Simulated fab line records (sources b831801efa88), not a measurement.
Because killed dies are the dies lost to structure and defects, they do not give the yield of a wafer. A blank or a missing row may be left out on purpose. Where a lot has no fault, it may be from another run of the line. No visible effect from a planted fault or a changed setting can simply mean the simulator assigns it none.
Which tool was responsible?	flow gf180mcu	12 lots, 36 wafers sampled, at 5 steps of a route of 602

## WHAT EACH GAUGE READ, for each wafer
GF_POLY_GATE_OVL_MEAS_11. Usual: for POLY_GATE_OVL the level is 1 nm and the standard deviation is 5.4.
lot	measured	on	POLY_GATE_OVL (nm)	flag
L341	day 9 04:52	overlay-02	-9 -6 -7	
L343	day 9 21:09	overlay-02	1 6 5	
L344	day 10 06:22	overlay-02	0 -1 0	
L348	day 11 10:58	overlay-01	2 6 9	
L351	day 12 06:04	overlay-01	-3 -9 -4	
L353	day 12 15:38	overlay-01	-6 2 -5	
L356	day 13 18:01	overlay-02	13 6 2	
L358	day 14 04:50	overlay-02	5 1 9	
L360	day 14 19:46	overlay-01	5 2 6	
L361	day 15 01:45	overlay-01	-5 -3 -7	
L362	day 15 08:49	overlay-01	9 9 7	
L364	day 15 23:07	overlay-01	-1 8 0	

GF_HV_LDD_THK_MEAS_57. Usual: for HV_LDD_CVD_56_THK the level is 89.8 nm and the standard deviation is 0.85.
lot	measured	on	HV_LDD_CVD_56_THK (nm)	flag
L341	day 12 15:14	film_metro-04	89.5 89.2 90.1	
L343	day 13 05:37	film_metro-04	88.8 88.7 88.1	
L344	day 13 16:49	film_metro-01	88.6 88.4 88.4	
L348	day 15 00:35	film_metro-01	90.1 89.7 89.4	
L351	day 16 01:05	film_metro-01	91.2 90.7 91.0	
L353	day 16 08:20	film_metro-04	92.4 90.9 91.2	
L356	day 17 15:54	film_metro-01	89.5 88.9 88.7	
L358	day 18 04:02	film_metro-01	89.8 89.6 89.2	
L360	day 18 22:31	film_metro-01	88.5 88.6 87.9	
L361	day 19 03:42	film_metro-04	89.0 89.9 89.7	
L362	day 19 12:19	film_metro-04	90.0 90.1 89.7	
L364	day 20 03:10	film_metro-04	90.2 89.8 91.6	

## EACH LOT AND THE TOOL THAT RAN IT (in order: tool; ch and the chambers of the sampled wafers; start)
lot	GF_STI_ETCH_13	GF_DUAL_GATE_SOFTBAKE_07	GF_DUAL_GATE_STRIP_13
L341	rie_diel-03 ch 0,1,3, day 2 01:28	litho_track-04 ch 0, day 7 23:50	plasma_asher-02 ch 0,1, day 8 08:07
L343	rie_diel-03 ch 0,1,2, day 2 12:21	litho_track-01 ch 0, day 8 14:55	plasma_asher-02 ch 0,1, day 8 22:49
L344	rie_diel-03 ch 0,3, day 2 18:09	litho_track-01 ch 0, day 8 21:01	plasma_asher-03 ch 1, day 9 05:53
L348	rie_diel-02 ch 1,2, day 3 13:13	litho_track-04 ch 0, day 10 03:43	plasma_asher-02 ch 0,1, day 10 12:21
L351	rie_diel-04 ch 1,3, day 4 05:42	litho_track-01 ch 0, day 10 21:52	plasma_asher-01 ch 0,1, day 11 07:25
L353	rie_diel-03 ch 1,2,3, day 4 15:34	litho_track-03 ch 0, day 11 07:01	plasma_asher-01 ch 0,1, day 11 16:23
L356	rie_diel-04 ch 0,3, day 5 06:55	litho_track-04 ch 0, day 12 08:47	plasma_asher-01 ch 0,1, day 12 18:35
L358	rie_diel-03 ch 0,1,3, day 5 16:42	litho_track-04 ch 0, day 12 18:53	plasma_asher-01 ch 0, day 13 04:48
L360	rie_diel-04 ch 1,2, day 6 03:36	litho_track-01 ch 0, day 13 08:45	plasma_asher-01 ch 0,1, day 13 18:55
L361	rie_diel-03 ch 0,3, day 6 10:09	litho_track-03 ch 0, day 13 15:42	plasma_asher-02 ch 0,1, day 14 01:53
L362	rie_diel-04 ch 0,2, day 6 12:54	litho_track-01 ch 0, day 13 21:32	plasma_asher-01 ch 0,1, day 14 07:47
L364	rie_diel-04 ch 0,1,2, day 6 23:33	litho_track-03 ch 0, day 14 11:37	plasma_asher-03 ch 0,1, day 14 22:20
- GF_STI_ETCH_13: etches the open film in CHF3/O2, stops on Si, target depth 282.31 nm, time 112.9 s.
- GF_DUAL_GATE_SOFTBAKE_07: time 60 s.
- GF_DUAL_GATE_STRIP_13: strips in O2/N2.

## WHAT THE TOOLS THEMSELVES READ (means of the sampled wafers that have a number; where no wafer has one, the mark that the record gives instead)
GF_STI_ETCH_13. Usual: drypump_motor_current_A 5.9 A, standard deviation 0.38; oes_product_au 0.832 a.u., standard deviation 0.0059; throttle_valve_pct 8.811 %, standard deviation 0.0093.
lot	tool	drypump_motor_current_A (A)	oes_product_au (a.u.)	throttle_valve_pct (%)	flag
L341	rie_diel-03	6.1	0.832	8.812	
L343	rie_diel-03	6.0	0.828	8.807	
L344	rie_diel-03	6.4	0.833	8.815	
L348	rie_diel-02	5.9	0.828	8.805	
L351	rie_diel-04	5.8	0.831	8.805	
L353	rie_diel-03	5.7	0.824	8.817	
L356	rie_diel-04	5.6	0.828	8.807	
L358	rie_diel-03	6.1	0.827	8.806	
L360	rie_diel-04	5.8	0.834	8.807	
L361	rie_diel-03	6.4	0.839	8.809	
L362	rie_diel-04	5.7	0.837	8.813	
L364	rie_diel-04	5.7	0.829	8.808	

GF_DUAL_GATE_SOFTBAKE_07. Usual: heater_power_total_W 56.59 W, standard deviation 0.045; plate_temp_C 90.02 C, standard deviation 0.12.
lot	tool	heater_power_total_W (W)	plate_temp_C (C)	flag
L341	litho_track-04	56.58	89.87	
L343	litho_track-01	56.57	90.09	
L344	litho_track-01	56.58	90.01	
L348	litho_track-04	56.61	90.06	
L351	litho_track-01	56.63	90.06	
L353	litho_track-03	56.57	90.02	
L356	litho_track-04	54.10	87.01	OFF
L358	litho_track-04	54.16	87.10	OFF
L360	litho_track-01	56.60	90.21	
L361	litho_track-03	56.60	90.05	
L362	litho_track-01	56.58	90.13	
L364	litho_track-03	56.59	89.91	

GF_DUAL_GATE_STRIP_13. Usual: drypump_motor_current_A 5.9 A, standard deviation 0.5; heater_power_w 352 W, standard deviation 35; oes_product_au 0.717 a.u., standard deviation 0.0041; platen_temp_c 249.99 C, standard deviation 0.2; strip_time_to_endpoint_s 12.61 s, standard deviation 0.033.
lot	tool	drypump_motor_current_A (A)	heater_power_w (W)	oes_product_au (a.u.)	platen_temp_c (C)	strip_time_to_endpoint_s (s)	flag
L341	plasma_asher-02	5.8	351	0.717	249.86	12.63	
L343	plasma_asher-02	5.9	348	0.718	249.78	12.62	
L344	plasma_asher-03	5.1	330	0.717	249.78	12.63	
L348	plasma_asher-02	5.8	337	0.719	250.07	12.61	
L351	plasma_asher-01	6.2	352	0.715	250.05	12.66	
L353	plasma_asher-01	6.2	352	0.716	250.02	12.58	
L356	plasma_asher-01	6.4	383	0.714	250.13	12.72	OFF
L358	plasma_asher-01	6.6	418	0.717	249.82	12.73	OFF
L360	plasma_asher-01	6.4	383	0.715	249.94	12.62	
L361	plasma_asher-02	5.8	350	0.718	249.95	12.64	
L362	plasma_asher-01	6.2	352	0.708	250.21	12.55	
L364	plasma_asher-03	5.2	336	0.716	250.11	12.60	

## THE ANSWER, worked out from the rows above alone
Rule: lot off if the mean of its wafers having a number is beyond 3 standard deviations from the usual mean. Also off: a lot with no number at a reading for which 4 or more lots have one. The other lots that the step has rows for count as sound. Order of review: gauges by route order, followed by the tools' own readings, for which a lot's mean as printed above is used. The first step at which some lot is off is used, and at that step the reading that is off furthest; a lot without a number counts as furthest.
Off at GF_DUAL_GATE_SOFTBAKE_07 (heater_power_total_W): L356, L358.
A tool fits if, at that step or a process step before it, it ran every lot that is off, and no sound lot after the first of them. One fits: GF_DUAL_GATE_SOFTBAKE_07 on litho_track-04. Its last sound lot is L348 (day 10 03:43), its first lot that is off L356 (day 12 08:47): a fault that began between those two fits.
The tool's own readings at GF_DUAL_GATE_SOFTBAKE_07 bear it out: on the lots that are off they differ by more than 5 times the standard deviation of the sound lots' means. heater_power_total_W reads 54.13 W there against 56.59 W on the sound lots; plate_temp_C reads 87.06 C there against 90.04 C on the sound lots.

## WHAT HAD BEEN PUT IN BY THE SIMULATOR
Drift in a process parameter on litho_track-04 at GF_DUAL_GATE_SOFTBAKE_07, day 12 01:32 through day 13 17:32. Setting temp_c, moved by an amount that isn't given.
Lots struck among those shown: L356, L358. Same finding as the rule above.
